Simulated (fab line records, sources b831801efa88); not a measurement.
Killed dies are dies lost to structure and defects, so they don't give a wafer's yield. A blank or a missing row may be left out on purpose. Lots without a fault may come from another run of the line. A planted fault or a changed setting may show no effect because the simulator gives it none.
Which tool did it? | flow sky130 | 9 lots, 27 wafers sampled, at 2 steps of a route of 708

WHAT THE GAUGES READ, wafer by wafer
SKY_CAP2M_THK_MEAS_01.
lot  | measured     | on            | CAP2M_CVD_00_THK (nm)
L683 | day 39 06:44 | film_metro-02 | 15.39 15.41 15.60
L686 | day 40 05:31 | film_metro-03 | 15.49 15.54 15.94
L687 | day 40 09:58 | film_metro-03 | 15.23 15.30 15.63
L688 | day 41 06:12 | film_metro-03 | 15.50 15.27 15.53
L689 | day 41 10:54 | film_metro-03 | 15.25 15.52 15.78
L695 | day 42 23:08 | film_metro-03 | 15.74 15.60 15.63
L694 | day 43 01:57 | film_metro-01 | 15.46 15.58 15.78
L699 | day 44 08:35 | film_metro-02 | 15.46 15.56 15.81
L701 | day 44 16:48 | film_metro-02 | 15.49 15.75 15.84

WHICH TOOL RAN EACH LOT (tool, then ch and the chambers of the sampled wafers, then the start)
lot  | SKY_CAP2M_CVD_00
L683 | pecvd-02 ch 0,1, day 39 06:43
L686 | pecvd-02 ch 0,1,2, day 40 05:29
L687 | pecvd-02 ch 1,2, day 40 09:57
L688 | pecvd-01 ch 0,1,2, day 41 06:11
L689 | pecvd-04 ch 1,2, day 41 10:53
L695 | pecvd-01 ch 0,1,2, day 42 23:06
L694 | pecvd-04 ch 0,1,2, day 43 01:56
L699 | pecvd-01 ch 1,2, day 44 08:33
L701 | pecvd-01 ch 1,2, day 44 16:46
- SKY_CAP2M_CVD_00: deposits SiO2, target thk 15.5 nm.

WHAT THE TOOLS THEMSELVES READ (means of the sampled wafers that have a number; where no wafer has one, the mark that the record gives instead)
SKY_CAP2M_CVD_00.
lot  | tool     | heater_power_outer_w (W) | heater_power_w (W)
L683 | pecvd-02 | 382                      | 669
L686 | pecvd-02 | 429                      | 700
L687 | pecvd-02 | 432                      | 700
L688 | pecvd-01 | 366                      | 632
L689 | pecvd-04 | 484                      | 808
L695 | pecvd-01 | 428                      | 709
L694 | pecvd-04 | 425                      | 714
L699 | pecvd-01 | 365                      | 638
L701 | pecvd-01 | 361                      | 634

THE ANSWER, worked out from the rows above alone
Rule: what is usual is taken from the lots themselves. Put in order of their means at a reading, lots are off if they are a third of the lots or fewer, leave a main group of 4 or more, and stand apart from it by a gap of 3 or more times the standard deviation of the main group's means; of several such gaps the widest counts. A main group whose means are all the same, to the digits that the tables above print for the reading, isn't used. A lot without any number at a reading at which 4 lots or more have one is off too. The other lots that the step has rows for count as sound. The gauges are gone through in route order, then the tools' own readings, and for those a lot's mean is taken as printed above. The first step at which some lot is off is used, and at that step the reading that is off furthest; a lot without a number counts as furthest.
No lot is off at any reading shown: from this, nothing can be told.

WHAT THE SIMULATOR HAD PUT IN
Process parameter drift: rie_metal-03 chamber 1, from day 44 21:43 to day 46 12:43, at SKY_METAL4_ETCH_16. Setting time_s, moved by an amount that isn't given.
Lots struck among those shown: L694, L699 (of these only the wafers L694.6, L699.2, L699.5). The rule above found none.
